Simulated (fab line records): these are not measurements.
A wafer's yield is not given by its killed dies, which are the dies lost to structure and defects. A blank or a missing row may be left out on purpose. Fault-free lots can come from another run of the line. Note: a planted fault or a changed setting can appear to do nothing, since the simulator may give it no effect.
Matching of chambers	flow sky130	4 sister chambers for SKY_VIA3_CMP_02 on cmp-01
The step polishes SiO2. 7 wafers are shown with their chamber, then 9 later ones without.

## WAFERS, EACH WITH ITS CHAMBER
wafer	chamber	motor_current_A (A)
L777.1	1	11.9
L787.4	0	10.3
L787.5	2	10.7
L787.6	1	12.1
L788.3	3	13.1
L788.4	0	10.5
L788.5	3	13.8

## WAFERS WHOSE CHAMBER IS MISSING
wafer	motor_current_A (A)
L789.1	12.4
L789.2	12.4
L789.4	9.8
L792.1	12.9
L792.2	10.4
L792.5	12.8
L795.1	12.0
L795.2	13.3
L795.4	10.7

## WHICH CHAMBER EACH WENT THROUGH
wafer	from the rows above	in truth
L789.1	1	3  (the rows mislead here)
L789.2	1	1
L789.4	can't be placed: 0 or 2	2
L792.1	can't be placed: 3 or 1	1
L792.2	can't be placed: 0 or 2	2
L792.5	can't be placed: 3 or 1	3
L795.1	1	1
L795.2	3	3
L795.4	can't be placed: 2 or 0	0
3 of 9 placed correctly. Can't be placed from these rows: 5 (the true chamber is among the candidates in 5). Placed wrongly: 1.
How it was worked out, from the rows above alone: a wafer's distance from a chamber is the root of the sum, over the readings, of the square of ((its reading less the chamber's mean) divided by the reading's scatter). If the next closest chamber is less than 2 further off than the closest, the wafer can't be placed; otherwise it belongs to the closest. The mean given for a chamber averages the wafers shown for that chamber. The scatter: the root of (the sum of the squares of (reading less its chamber's mean) over the shown wafers, divided by (wafers less chambers)).
